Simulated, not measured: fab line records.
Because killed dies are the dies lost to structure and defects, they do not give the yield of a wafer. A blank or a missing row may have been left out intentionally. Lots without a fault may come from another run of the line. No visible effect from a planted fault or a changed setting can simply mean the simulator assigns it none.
Matching of chambers :: flow gf180mcu :: 4 sister chambers for GF_V3_CMP_04 on cmp-01
The step polishes SiO2. 16 wafers are shown with their chamber, then 8 later ones without.

WAFERS WITH THEIR CHAMBER
wafer: L876.2
chamber: 2
motor_current_A (A): 13.1
time_to_endpoint_s (s): 80
platen_rpm (rpm): 60.01

wafer: L876.3
chamber: 0
motor_current_A (A): 14.2
time_to_endpoint_s (s): 74
platen_rpm (rpm): 59.97

wafer: L876.5
chamber: 1
motor_current_A (A): 10.6
time_to_endpoint_s (s): 82
platen_rpm (rpm): 59.93

wafer: L878.1
chamber: 0
motor_current_A (A): 13.1
time_to_endpoint_s (s): 74
platen_rpm (rpm): 59.96

wafer: L878.2
chamber: 2
motor_current_A (A): 12.6
time_to_endpoint_s (s): 77
platen_rpm (rpm): 60.03

wafer: L878.3
chamber: 1
motor_current_A (A): 11.1
time_to_endpoint_s (s): 80
platen_rpm (rpm): 60.07

wafer: L880.1
chamber: 2
motor_current_A (A): 12.3
time_to_endpoint_s (s): 80
platen_rpm (rpm): 60.04

wafer: L880.3
chamber: 1
motor_current_A (A): 11.2
time_to_endpoint_s (s): 79
platen_rpm (rpm): 60.10

wafer: L880.5
chamber: 3
motor_current_A (A): 13.1
time_to_endpoint_s (s): 85
platen_rpm (rpm): 60.05

wafer: L882.3
chamber: 3
motor_current_A (A): 13.3
time_to_endpoint_s (s): 81
platen_rpm (rpm): 59.95

wafer: L882.4
chamber: 1
motor_current_A (A): 10.4
time_to_endpoint_s (s): 89
platen_rpm (rpm): 59.96

wafer: L882.6
chamber: 0
motor_current_A (A): 13.3
time_to_endpoint_s (s): 84
platen_rpm (rpm): 59.99

wafer: L883.1
chamber: 2
motor_current_A (A): 12.1
time_to_endpoint_s (s): 74
platen_rpm (rpm): 60.01

wafer: L883.4
chamber: 1
motor_current_A (A): 11.2
time_to_endpoint_s (s): 81
platen_rpm (rpm): 60.01

wafer: L883.5
chamber: 0
motor_current_A (A): 13.4
time_to_endpoint_s (s): 84
platen_rpm (rpm): 60.01

wafer: L891.1
chamber: 1
motor_current_A (A): 11.1
time_to_endpoint_s (s): 75
platen_rpm (rpm): 59.93

SIGNATURES (averages over the wafers above)
reading: motor_current_A
chamber 0: 13.500
chamber 1: 10.933
chamber 2: 12.525
chamber 3: 13.200
scatter within a chamber: 0.396

reading: time_to_endpoint_s
chamber 0: 79.00
chamber 1: 81.00
chamber 2: 77.75
chamber 3: 83.00
scatter within a chamber: 4.46

reading: platen_rpm
chamber 0: 59.9825
chamber 1: 60.0000
chamber 2: 60.0225
chamber 3: 60.0000
scatter within a chamber: 0.0529
Rule: a wafer's distance from a chamber is the root of the sum, over the readings, of the square of ((its reading less the chamber's mean) divided by the reading's scatter). The wafer belongs to the nearest chamber; if the next one is less than 2 further off, it can't be placed. How the scatter is found: for the shown wafers, subtract from each reading the mean of its chamber, square and add these, divide the total by (wafers less chambers), then take the root.

WAFERS WHOSE CHAMBER IS MISSING
wafer: L891.3
motor_current_A (A): 13.4
time_to_endpoint_s (s): 74
platen_rpm (rpm): 59.97

wafer: L891.6
motor_current_A (A): 13.5
time_to_endpoint_s (s): 78
platen_rpm (rpm): 59.97

wafer: L894.1
motor_current_A (A): 10.4
time_to_endpoint_s (s): 78
platen_rpm (rpm): 60.04

wafer: L894.5
motor_current_A (A): 14.0
time_to_endpoint_s (s): 83
platen_rpm (rpm): 60.06

wafer: L894.6
motor_current_A (A): 12.1
time_to_endpoint_s (s): 88
platen_rpm (rpm): 59.96

wafer: L895.3
motor_current_A (A): 11.0
time_to_endpoint_s (s): 75
platen_rpm (rpm): 60.02

wafer: L895.5
motor_current_A (A): 13.9
time_to_endpoint_s (s): 75
platen_rpm (rpm): 59.97

wafer: L895.6
motor_current_A (A): 10.8
time_to_endpoint_s (s): 80
platen_rpm (rpm): 60.01

EACH ONE'S CHAMBER
wafer: L891.3
from the rows above: can't be placed: 0 or 3 or 2
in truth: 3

wafer: L891.6
from the rows above: can't be placed: 0 or 3
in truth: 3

wafer: L894.1
from the rows above: 1
in truth: 1

wafer: L894.5
from the rows above: can't be placed: 0 or 3 or 2
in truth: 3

wafer: L894.6
from the rows above: can't be placed: 2 or 3 or 1 or 0
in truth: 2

wafer: L895.3
from the rows above: 1
in truth: 1

wafer: L895.5
from the rows above: can't be placed: 0 or 3
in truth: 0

wafer: L895.6
from the rows above: 1
in truth: 1
Correct placement for 3 of the 8. Cannot be placed on the basis of these rows: 5; the candidates contain the true chamber in 5. Wrongly placed: 0.
